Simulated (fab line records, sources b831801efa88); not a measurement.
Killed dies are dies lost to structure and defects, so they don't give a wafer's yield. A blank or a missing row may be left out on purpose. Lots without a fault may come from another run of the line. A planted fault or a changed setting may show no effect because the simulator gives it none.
Which tool did it? | flow sky130 | 12 lots, 33 wafers sampled, at 1 step of a route of 708

WHAT THE GAUGES READ, wafer by wafer
SKY_VT_ADJUST_HVTR_OVL_MEAS_08.
lot  | measured     | on         | VT_ADJUST_HVTR_OVL (nm)
L267 | day 9 11:17  | overlay-01 | -1.9 -0.8 -1.8
L272 | day 11 02:06 | overlay-01 | -1.8 -1.7 -0.4
L280 | day 13 07:24 | overlay-01 | -4.4 -1.7
L281 | day 13 18:32 | overlay-01 | -1.2 -0.9
L282 | day 14 02:48 | overlay-01 | -1.2 0.1
L283 | day 14 16:20 | overlay-01 | -0.7 -1.8 0.1
L284 | day 14 23:50 | overlay-02 | 1.6 1.1 1.8
L285 | day 15 08:53 | overlay-02 | 0.0 0.5 2.6
L286 | day 15 09:53 | overlay-02 | -2.0 0.1 -1.5
L288 | day 16 05:50 | overlay-01 | -1.5 0.8 0.4
L289 | day 16 08:59 | overlay-02 | 1.3 1.3 1.8
L290 | day 16 15:57 | overlay-01 | -1.3 0.3 0.0

WHICH TOOL RAN EACH LOT (tool, then ch and the chambers of the sampled wafers, then the start)
The record holds no process step before these readings.

WHAT THE TOOLS THEMSELVES READ (means of the sampled wafers that have a number; where no wafer has one, the mark that the record gives instead)
The record holds no such reading with a usual standard deviation.

THE ANSWER, worked out from the rows above alone
Rule: what is usual is taken from the lots themselves. Put in order of their means at a reading, lots are off if they are a third of the lots or fewer, leave a main group of 4 or more, and stand apart from it by a gap of 3 or more times the standard deviation of the main group's means; of several such gaps the widest counts. A main group whose means are all the same, to the digits that the tables above print for the reading, isn't used. A lot without any number at a reading at which 4 lots or more have one is off too. The other lots that the step has rows for count as sound. The gauges are gone through in route order, then the tools' own readings, and for those a lot's mean is taken as printed above. The first step at which some lot is off is used, and at that step the reading that is off furthest; a lot without a number counts as furthest.
No lot is off at any reading shown: from this, nothing can be told.

WHAT THE SIMULATOR HAD PUT IN
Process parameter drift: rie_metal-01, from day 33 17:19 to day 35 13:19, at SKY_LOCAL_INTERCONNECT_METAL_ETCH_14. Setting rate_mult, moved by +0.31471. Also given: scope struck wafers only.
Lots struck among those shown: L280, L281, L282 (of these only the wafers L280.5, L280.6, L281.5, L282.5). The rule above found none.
